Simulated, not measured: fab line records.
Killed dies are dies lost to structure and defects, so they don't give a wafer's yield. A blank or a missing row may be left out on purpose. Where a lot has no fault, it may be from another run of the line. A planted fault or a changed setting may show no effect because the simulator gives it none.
8D (eight disciplines) problem report, filled in by code ; flow sky130 ; the parts of the form that need people (team, actions taken, sign-off) are left out

1. THE ISSUE
dose ions cm2 at SKY_LDD_HVP_IMPLANT_08 reads a mean of 1.5552e+13 on 6 wafers of 2 lots; wafers without a fault read 1.7002e+13 with a standard deviation of 1.8e+10. Relative to the usual mean, that is a shift of -81 standard deviations.
Seen first at day 26 16:23 on implanter-01, wafer L686.1. The record holds 36 wafers of 12 lots with a number at this step. By rule, "out" or "out of limits" means more than 4 standard deviations away from the usual mean. Any other wafer with a number is counted as sound.

2. WHAT IT IS, WHAT IT ISN'T
question;is;is not
which readings at this step;dose ions cm2;-
which lots;L686, L688;L673, L675, L676, L677, L678, L682, L684, L689, L690, L692
which wafers of those lots;all that have a number;-
read on which tools;implanter-01;implanter-02, implanter-04
when;from day 26 16:23;"up to then (21 sound wafers); but 9 sound wafers of L689, L690, L692 came after"

3. THE SUSPECTS, EACH WITH WHAT RULES IT OUT
Counting: a tool stays on the suspect list if, at a process step up to the reading, it processed all lots that are out and no sound lot following the first of them.
- implanter-01 at SKY_LDD_HVP_IMPLANT_08: kept. It ran every lot that is out, first L686 (day 26 16:23), and no sound lot after that. On those wafers its own readings are out: dose ions cm2.
After counting, what remains is implanter-01 at SKY_LDD_HVP_IMPLANT_08.

4. THE CAUSE (what the simulator had put in)
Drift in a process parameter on implanter-01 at SKY_LDD_HVP_IMPLANT_08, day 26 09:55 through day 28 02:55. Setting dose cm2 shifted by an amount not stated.
Only this tool survived the counting.

5. THE EFFECT CHAIN, in route order
One row per reading whose mean, taken over the struck wafers that have a number, lies over 3 standard deviations from the usual. Scope: only readings with a usual standard deviation given in the record; hours: median across lots of the time from each lot's start at the first step in this table that gives one to its start at this step; sigmas: change in usual standard deviations.
hours;step;reading;usual;on struck wafers;change;sigmas
0;SKY_LDD_HVP_IMPLANT_08;dose ions cm2;1.7002e+13;1.5552e+13;-1.4503e+12;-81
0;SKY_LDD_HVP_IMPLANT_08;faraday current uA;95.9;89.2;-6.7;-3.9
Here are the process steps it includes:
- SKY_LDD_HVP_IMPLANT_08
Later steps that measure or inspect, where all struck wafers having a row at the step show a number for every such reading and not one has moved that far: SKY_LDD_HVP_TW_MEAS_10.

6. HOW IT WOULD HAVE BEEN CAUGHT EARLIER
In this record no reading fell out of limits until day 26 16:23, 6 hours after the fault had begun at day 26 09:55.
